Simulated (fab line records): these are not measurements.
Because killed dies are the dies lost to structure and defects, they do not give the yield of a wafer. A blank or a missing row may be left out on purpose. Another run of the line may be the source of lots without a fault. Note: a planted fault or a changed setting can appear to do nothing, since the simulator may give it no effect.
Which tool did it? + flow gf180mcu + 14 lots, 42 wafers sampled, at 5 steps of a route of 602

WHAT THE GAUGES SHOWED, per wafer
GF_STI_CD_MEAS_12: the cd target is 220 nm. Usual: cdNm at 220.0 nm, with a standard deviation of 1.1.
| lot  | measured    | on       | cdNm (nm)         | flag |
|------|-------------|----------|-------------------|------|
| L268 | day 2 01:13 | cdSem-02 | 220.6 220.7 221.8 |      |
| L269 | day 2 05:57 | cdSem-01 | 220.2 221.2 219.3 |      |
| L270 | day 2 11:37 | cdSem-02 | 220.2 220.2 219.7 |      |
| L271 | day 2 16:25 | cdSem-02 | 220.0 220.2 219.2 |      |
| L272 | day 2 22:34 | cdSem-01 | 222.0 221.2 220.5 |      |
| L273 | day 3 03:31 | cdSem-02 | 219.6 218.4 219.3 |      |
| L279 | day 4 10:29 | cdSem-02 | 219.0 220.0 220.2 |      |
| L281 | day 4 20:01 | cdSem-01 | 219.1 219.1 219.9 |      |
| L282 | day 5 00:59 | cdSem-02 | 221.4 220.6 219.5 |      |
| L283 | day 5 06:20 | cdSem-02 | 222.2 220.7 220.0 |      |
| L285 | day 5 17:00 | cdSem-02 | 220.1 219.4 219.8 |      |
| L287 | day 6 04:13 | cdSem-02 | 219.4 219.5 219.1 |      |
| L288 | day 6 08:01 | cdSem-02 | 221.1 220.3 221.7 |      |
| L289 | day 6 13:38 | cdSem-02 | 219.1 219.1 219.2 |      |

GF_PSD_CD_MEAS_07: the cd target is 400 nm. Usual: cdNm at 399.6 nm, with a standard deviation of 2.
| lot  | measured     | on       | cdNm (nm)         | flag |
|------|--------------|----------|-------------------|------|
| L268 | day 14 04:17 | cdSem-02 | 400.4 399.8 398.9 |      |
| L269 | day 14 13:23 | cdSem-01 | 397.1 398.7 400.1 |      |
| L270 | day 14 13:36 | cdSem-02 | 396.6 398.9 398.1 |      |
| L271 | day 15 06:36 | cdSem-02 | 401.7 401.1 400.9 |      |
| L272 | day 15 20:35 | cdSem-01 | 399.4 402.2 400.3 |      |
| L273 | day 16 09:07 | cdSem-01 | 399.9 400.7 398.6 |      |
| L279 | day 18 15:53 | cdSem-02 | 403.1 401.0 400.6 |      |
| L281 | day 19 01:55 | cdSem-01 | 421.0 419.1 421.7 | OFF  |
| L282 | day 19 00:38 | cdSem-01 | 422.4 423.2 423.8 | OFF  |
| L283 | day 19 23:59 | cdSem-01 | 399.9 403.9 403.6 |      |
| L285 | day 19 19:44 | cdSem-02 | 398.2 395.0 398.0 |      |
| L287 | day 20 17:05 | cdSem-01 | 403.1 402.3 400.9 |      |
| L288 | day 20 19:17 | cdSem-02 | 399.1 400.1 399.4 |      |
| L289 | day 21 04:58 | cdSem-01 | 402.4 401.9 401.9 |      |

GF_M2_RS_MEAS_05: uses a four-point probe to measure. Usual: M2_ALCU_RS typically reads 0.0697 ohm/sq, with standard deviation 0.00077.
| lot  | measured     | on           | M2_ALCU_RS (ohm/sq)  | flag |
|------|--------------|--------------|----------------------|------|
| L268 | day 18 03:43 | filmMetro-01 | 0.0685 0.0707 0.0693 |      |
| L269 | day 18 13:10 | filmMetro-01 | 0.0687 0.0705 0.0686 |      |
| L270 | day 18 14:03 | filmMetro-02 | 0.0694 0.0692 0.0698 |      |
| L271 | day 19 08:04 | filmMetro-01 | 0.0687 0.0697 0.0699 |      |
| L272 | day 20 00:50 | filmMetro-01 | 0.0692 0.0705 0.0699 |      |
| L273 | day 20 15:58 | filmMetro-04 | 0.0689 0.0687 0.0693 |      |
| L279 | day 22 22:05 | filmMetro-04 | 0.0691 0.0684 0.0690 |      |
| L281 | day 23 07:32 | filmMetro-01 | 0.0697 0.0697 0.0693 |      |
| L282 | day 23 05:34 | filmMetro-04 | 0.0709 0.0702 0.0696 |      |
| L283 | day 24 04:38 | filmMetro-04 | 0.0704 0.0695 0.0694 |      |
| L285 | day 23 23:34 | filmMetro-04 | 0.0703 0.0706 0.0701 |      |
| L287 | day 24 18:47 | filmMetro-01 | 0.0681 0.0694 0.0683 |      |
| L288 | day 24 20:11 | filmMetro-01 | 0.0684 0.0687 0.0690 |      |
| L289 | day 25 05:30 | filmMetro-04 | 0.0703 0.0712 0.0697 |      |

WHICH TOOL RAN EACH LOT (tool, then ch and the chambers of the sampled wafers, then the start)
| lot  | GF_PSD_DEVELOP_06                | GF_M2_SPUTTER_01            |
|------|----------------------------------|-----------------------------|
| L268 | lithoTrack-04 ch 0, day 14 04:04 | pvdSputter-02, day 18 03:35 |
| L269 | lithoTrack-03 ch 0, day 14 13:14 | pvdSputter-03, day 18 13:02 |
| L270 | lithoTrack-02 ch 0, day 14 13:27 | pvdSputter-02, day 18 13:56 |
| L271 | lithoTrack-03 ch 0, day 15 06:28 | pvdSputter-04, day 19 07:53 |
| L272 | lithoTrack-03 ch 0, day 15 20:26 | pvdSputter-03, day 20 00:42 |
| L273 | lithoTrack-04 ch 0, day 16 08:58 | pvdSputter-03, day 20 15:50 |
| L279 | lithoTrack-03 ch 0, day 18 15:44 | pvdSputter-02, day 22 21:58 |
| L281 | lithoTrack-02 ch 0, day 19 01:46 | pvdSputter-02, day 23 07:23 |
| L282 | lithoTrack-02 ch 0, day 19 00:29 | pvdSputter-04, day 23 05:27 |
| L283 | lithoTrack-03 ch 0, day 19 23:50 | pvdSputter-02, day 24 04:31 |
| L285 | lithoTrack-03 ch 0, day 19 19:37 | pvdSputter-02, day 23 23:23 |
| L287 | lithoTrack-04 ch 0, day 20 16:56 | pvdSputter-04, day 24 18:39 |
| L288 | lithoTrack-03 ch 0, day 20 19:08 | pvdSputter-02, day 24 20:02 |
| L289 | lithoTrack-04 ch 0, day 21 04:50 | pvdSputter-04, day 25 05:20 |
- GF_PSD_DEVELOP_06: develop time 60 s.
- GF_M2_SPUTTER_01: material TiN, target thk 30 nm, time 25 s.

AS READ BY THE TOOLS THEMSELVES (means over the sampled wafers that have a number; for cases with no such wafer, the mark the record gives instead)
GF_M2_SPUTTER_01. Usual: throttleValvePct at 29.4 %, with a standard deviation of 1.
| lot  | tool          | throttleValvePct (%) | flag |
|------|---------------|----------------------|------|
| L268 | pvdSputter-02 | 29.1                 |      |
| L269 | pvdSputter-03 | 29.9                 |      |
| L270 | pvdSputter-02 | 28.6                 |      |
| L271 | pvdSputter-04 | 29.5                 |      |
| L272 | pvdSputter-03 | 29.9                 |      |
| L273 | pvdSputter-03 | 30.4                 |      |
| L279 | pvdSputter-02 | 28.5                 |      |
| L281 | pvdSputter-02 | 30.1                 |      |
| L282 | pvdSputter-04 | 29.6                 |      |
| L283 | pvdSputter-02 | 29.4                 |      |
| L285 | pvdSputter-02 | 29.7                 |      |
| L287 | pvdSputter-04 | 29.4                 |      |
| L288 | pvdSputter-02 | 27.8                 |      |
| L289 | pvdSputter-04 | 29.5                 |      |

THE ANSWER, worked out from the rows above alone
Rule: take the mean of a lot's wafers that have a number; if it is more than 3 standard deviations from the usual mean, the lot is off. Also off: a lot with no number at a reading for which 4 or more lots have one. Any other lot the step has rows for is counted as sound. After the gauges, taken in route order, come the tools' own readings; for these a lot's mean is taken, as printed above. At the first step where some lot is off, the reading lying furthest off is the one used; lots without a number count as furthest.
Off: L281, L282 (GF_PSD_CD_MEAS_07, cdNm).
A tool fits if, at a process step before that reading, it ran every lot that is off, and no sound lot after the first of them. Those tools and the gauges at GF_PSD_CD_MEAS_07 are tried in the same way. One candidate fits, namely lithoTrack-02 at GF_PSD_DEVELOP_06. A fault onset in the window from L270 (day 14 13:27, its last sound lot) to L282 (day 19 00:29, its first lot off) fits.

WHAT WAS PUT IN BY THE SIMULATOR
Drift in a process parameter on lithoTrack-02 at GF_PSD_DEVELOP_06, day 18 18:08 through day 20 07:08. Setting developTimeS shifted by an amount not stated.
Shown lots that were struck: L281, L282. The rule above reached the same finding.
